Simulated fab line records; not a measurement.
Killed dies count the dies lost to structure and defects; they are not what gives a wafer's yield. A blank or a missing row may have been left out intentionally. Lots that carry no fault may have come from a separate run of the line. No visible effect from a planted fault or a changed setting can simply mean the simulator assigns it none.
Chamber matching	flow gf180mcu	cmp-01 running GF_V5_CMP_26: 4 sister chambers
The step polishes, stops on SiO2, t overpolish 15 s, target thk 0 nm. 14 wafers are shown with their chamber, then 7 later ones without.

EACH WAFER AND ITS CHAMBER
wafer	chamber	time_to_endpoint_s (s)	motor_current_A (A)	overpolish_run_s (s)
L852.3	3	85	12.7	14.998
L852.5	1	83	11.5	15.010
L852.6	2	80	10.6	15.000
L856.1	0	83	11.8	14.991
L856.3	3	85	11.6	14.996
L856.5	3	85	12.0	15.010
L857.2	1	85	11.4	14.994
L857.5	3	89	11.8	14.987
L857.6	0	88	11.4	15.000
L859.1	2	80	10.8	15.002
L859.5	0	82	11.6	15.004
L859.6	1	81	10.8	14.996
L861.1	2	80	11.4	14.992
L861.3	1	79	12.0	14.991

SIGNATURES (averages over the wafers above)
reading	chamber 0	chamber 1	chamber 2	chamber 3	scatter within a chamber
time_to_endpoint_s	84.33	82.00	80.00	86.00	2.29
motor_current_A	11.600	11.425	10.933	12.025	0.429
overpolish_run_s	14.99833	14.99775	14.99800	14.99775	0.00791
Rule: a wafer's distance from a chamber is the root of the sum, over the readings, of the square of ((its reading less the chamber's mean) divided by the reading's scatter). The wafer belongs to the nearest chamber; if the next one is less than 2 further off, it can't be placed. The scatter is the square root of a quotient: the sum, over the shown wafers, of each reading's squared deviation from its chamber's mean, divided by wafers minus chambers.

WAFERS WITHOUT THEIR CHAMBER
wafer	time_to_endpoint_s (s)	motor_current_A (A)	overpolish_run_s (s)
L861.4	85	11.9	15.013
L866.2	80	11.0	14.997
L866.5	77	11.0	15.007
L866.6	83	11.2	15.017
L867.1	80	10.3	14.988
L867.2	81	11.9	14.988
L867.3	87	11.8	15.011

CHAMBER TAKEN BY EACH
wafer	from the rows above	in truth
L861.4	can't be placed: 3 or 0 or 1 or 2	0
L866.2	can't be placed: 2 or 1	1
L866.5	can't be placed: 2 or 1 or 0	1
L866.6	can't be placed: 1 or 0 or 2 or 3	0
L867.1	can't be placed: 2 or 1 or 0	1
L867.2	can't be placed: 1 or 0 or 3 or 2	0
L867.3	can't be placed: 3 or 0 or 1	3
Correct placement for 0 of the 7. Cannot be placed on the basis of these rows: 7; the candidates contain the true chamber in 7. Number placed wrongly: 0.
